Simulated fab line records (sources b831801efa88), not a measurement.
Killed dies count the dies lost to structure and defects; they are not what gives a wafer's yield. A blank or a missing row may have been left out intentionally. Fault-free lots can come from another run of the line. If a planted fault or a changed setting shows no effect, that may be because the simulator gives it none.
Tool commonality check || flow sky130 || Sample size 12 lots and 36 wafers

== REASON IT WAS OPENED ==
1 of 12 lots carry a flag on the reading VT_ADJUST_HVTP_TW at SKY_VT_ADJUST_HVTP_TW_MEAS_11. No-fault wafers: 1370, standard deviation 11.
Rule: a lot is flagged in two cases, either no wafer of it has a number, or all its wafers with numbers fall more than 4 standard deviations from that mean. The other lots count as sound.

{"lot": "L900", "measured": "day 6 03:22", "on": "film metro-01", "VT_ADJUST_HVTP_TW, wafer by wafer": "1372 1371 1369", "flag": ""}
{"lot": "L903", "measured": "day 7 00:16", "on": "film metro-02", "VT_ADJUST_HVTP_TW, wafer by wafer": "1387 1381 1385", "flag": ""}
{"lot": "L904", "measured": "day 7 04:36", "on": "film metro-02", "VT_ADJUST_HVTP_TW, wafer by wafer": "1384 1378 1385", "flag": ""}
{"lot": "L905", "measured": "day 7 08:35", "on": "film metro-02", "VT_ADJUST_HVTP_TW, wafer by wafer": "31 31 31", "flag": "FLAGGED"}
{"lot": "L909", "measured": "day 8 09:24", "on": "film metro-04", "VT_ADJUST_HVTP_TW, wafer by wafer": "1360 1357 1353", "flag": ""}
{"lot": "L915", "measured": "day 10 05:28", "on": "film metro-02", "VT_ADJUST_HVTP_TW, wafer by wafer": "1383 1380 1375", "flag": ""}
{"lot": "L916", "measured": "day 10 11:40", "on": "film metro-02", "VT_ADJUST_HVTP_TW, wafer by wafer": "1385 1376 1378", "flag": ""}
{"lot": "L918", "measured": "day 10 19:37", "on": "film metro-02", "VT_ADJUST_HVTP_TW, wafer by wafer": "1379 1376 1382", "flag": ""}
{"lot": "L919", "measured": "day 11 05:44", "on": "film metro-01", "VT_ADJUST_HVTP_TW, wafer by wafer": "1380 1376 1376", "flag": ""}
{"lot": "L920", "measured": "day 11 11:43", "on": "film metro-04", "VT_ADJUST_HVTP_TW, wafer by wafer": "1354 1362 1355", "flag": ""}
{"lot": "L922", "measured": "day 11 22:01", "on": "film metro-02", "VT_ADJUST_HVTP_TW, wafer by wafer": "1363 1371 1360", "flag": ""}
{"lot": "L923", "measured": "day 12 03:22", "on": "film metro-02", "VT_ADJUST_HVTP_TW, wafer by wafer": "1381 1370 1367", "flag": ""}
On average the flagged lots read 31, which is -1339 against the usual, or -99 or more standard deviations.

== EACH LOT AND THE TOOL IT RAN ON ==
The record keeps 1 process step preceding the reading, out of 708 steps on the route. Each cell gives the tool, then ch followed by the chambers the sampled wafers passed through, then the start.
{"lot": "L900", "flag": "", "SKY_VT_ADJUST_HVTP_EXPOSE_04": "iline stepper-02 ch 0, day 5 18:08"}
{"lot": "L903", "flag": "", "SKY_VT_ADJUST_HVTP_EXPOSE_04": "iline stepper-01 ch 0, day 6 14:10"}
{"lot": "L904", "flag": "", "SKY_VT_ADJUST_HVTP_EXPOSE_04": "iline stepper-02 ch 0, day 6 19:03"}
{"lot": "L905", "flag": "FLAGGED", "SKY_VT_ADJUST_HVTP_EXPOSE_04": "iline stepper-01 ch 0, day 6 22:44"}
{"lot": "L909", "flag": "", "SKY_VT_ADJUST_HVTP_EXPOSE_04": "iline stepper-01 ch 0, day 7 23:04"}
{"lot": "L915", "flag": "", "SKY_VT_ADJUST_HVTP_EXPOSE_04": "iline stepper-01 ch 0, day 9 18:17"}
{"lot": "L916", "flag": "", "SKY_VT_ADJUST_HVTP_EXPOSE_04": "iline stepper-01 ch 0, day 10 00:37"}
{"lot": "L918", "flag": "", "SKY_VT_ADJUST_HVTP_EXPOSE_04": "iline stepper-01 ch 0, day 10 07:53"}
{"lot": "L919", "flag": "", "SKY_VT_ADJUST_HVTP_EXPOSE_04": "iline stepper-02 ch 0, day 10 17:40"}
{"lot": "L920", "flag": "", "SKY_VT_ADJUST_HVTP_EXPOSE_04": "iline stepper-02 ch 0, day 10 23:58"}
{"lot": "L922", "flag": "", "SKY_VT_ADJUST_HVTP_EXPOSE_04": "iline stepper-02 ch 0, day 11 09:26"}
{"lot": "L923", "flag": "", "SKY_VT_ADJUST_HVTP_EXPOSE_04": "iline stepper-01 ch 0, day 11 15:10"}
What the steps here do:
- SKY_VT_ADJUST_HVTP_EXPOSE_04: exposes mask HVTPM, target cd 380 nm.
- SKY_VT_ADJUST_HVTP_TW_MEAS_11

== FLAGGED OVER TOTAL, TOOL BY TOOL (the gauges that took the reading come last) ==
{"step": "SKY_VT_ADJUST_HVTP_EXPOSE_04", "tool": "iline stepper-01", "lots run": 7, "flagged": 1, "share of the flagged lots": "all", "sound lots run after its first flagged lot": "5 (L909,L915,L916,L918,L923)"}
{"step": "SKY_VT_ADJUST_HVTP_EXPOSE_04", "tool": "iline stepper-02", "lots run": 5, "flagged": 0, "share of the flagged lots": "none", "sound lots run after its first flagged lot": "-"}
{"step": "SKY_VT_ADJUST_HVTP_TW_MEAS_11", "tool": "film metro-01", "lots run": 2, "flagged": 0, "share of the flagged lots": "none", "sound lots run after its first flagged lot": "-"}
{"step": "SKY_VT_ADJUST_HVTP_TW_MEAS_11", "tool": "film metro-02", "lots run": 8, "flagged": 1, "share of the flagged lots": "all", "sound lots run after its first flagged lot": "5 (L915,L916,L918,L922,L923)"}
{"step": "SKY_VT_ADJUST_HVTP_TW_MEAS_11", "tool": "film metro-04", "lots run": 2, "flagged": 0, "share of the flagged lots": "none", "sound lots run after its first flagged lot": "-"}

== WHAT THE TABLE PERMITS ==
Rows of the table that ran all the flagged lots, 2 in number: iline stepper-01 at SKY_VT_ADJUST_HVTP_EXPOSE_04; film metro-02 at SKY_VT_ADJUST_HVTP_TW_MEAS_11.
- iline stepper-01 at SKY_VT_ADJUST_HVTP_EXPOSE_04 ran 7 lots, 1 of them flagged. Lots that were sound ran on it after the first flagged one (L909, L915, L916, L918, L923); a persistent fault on the entire tool would not allow that.
- film metro-02 at SKY_VT_ADJUST_HVTP_TW_MEAS_11 ran 8 lots, 1 of them flagged. Lots that were sound ran on it after the first flagged one (L915, L916, L918, L922, L923); a persistent fault on the entire tool would not allow that.
Not one row of the table ran every flagged lot while running no sound lot after the first.

== WHAT THE SIMULATOR HAD INSERTED ==
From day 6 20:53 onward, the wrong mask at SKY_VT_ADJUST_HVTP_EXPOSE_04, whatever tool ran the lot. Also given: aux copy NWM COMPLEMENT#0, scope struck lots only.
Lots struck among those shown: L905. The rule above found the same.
